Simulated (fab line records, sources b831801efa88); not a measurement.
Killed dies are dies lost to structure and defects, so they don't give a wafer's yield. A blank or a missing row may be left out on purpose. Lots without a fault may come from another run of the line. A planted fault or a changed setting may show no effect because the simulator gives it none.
Which tool did it? | flow sky130 | 6 lots, 18 wafers sampled, at 1 step of a route of 708

WHAT THE GAUGES READ, wafer by wafer
SKY_CAPM_OVL_MEAS_12.
lot  | measured     | on         | CAPM_OVL (nm)
L771 | day 38 00:00 | overlay-02 | -0.9 -2.5 0.1
L774 | day 38 18:40 | overlay-02 | 0.6 -0.9 1.4
L777 | day 39 10:38 | overlay-02 | 1.7 0.4 2.4
L784 | day 43 00:52 | overlay-02 | 0.2 0.4 0.3
L787 | day 43 07:37 | overlay-01 | 0.3 -0.4 -0.8
L790 | day 43 10:55 | overlay-01 | -3.0 -3.2 -3.5

WHICH TOOL RAN EACH LOT (tool, then ch and the chambers of the sampled wafers, then the start)
The record holds no process step before these readings.

THE ANSWER, worked out from the rows above alone
Rule: what is usual is taken from the lots themselves. Put in order of their means at a reading, lots are off if they are a third of the lots or fewer, leave a main group of 4 or more, and stand apart from it by a gap of 3 or more times the standard deviation of the main group's means; of several such gaps the widest counts. A main group whose means are all the same, to the digits that the tables above print for the reading, isn't used. A lot without any number at a reading at which 4 lots or more have one is off too. The other lots that the step has rows for count as sound.
No lot is off at any reading shown: from this, nothing can be told.

WHAT THE SIMULATOR HAD PUT IN
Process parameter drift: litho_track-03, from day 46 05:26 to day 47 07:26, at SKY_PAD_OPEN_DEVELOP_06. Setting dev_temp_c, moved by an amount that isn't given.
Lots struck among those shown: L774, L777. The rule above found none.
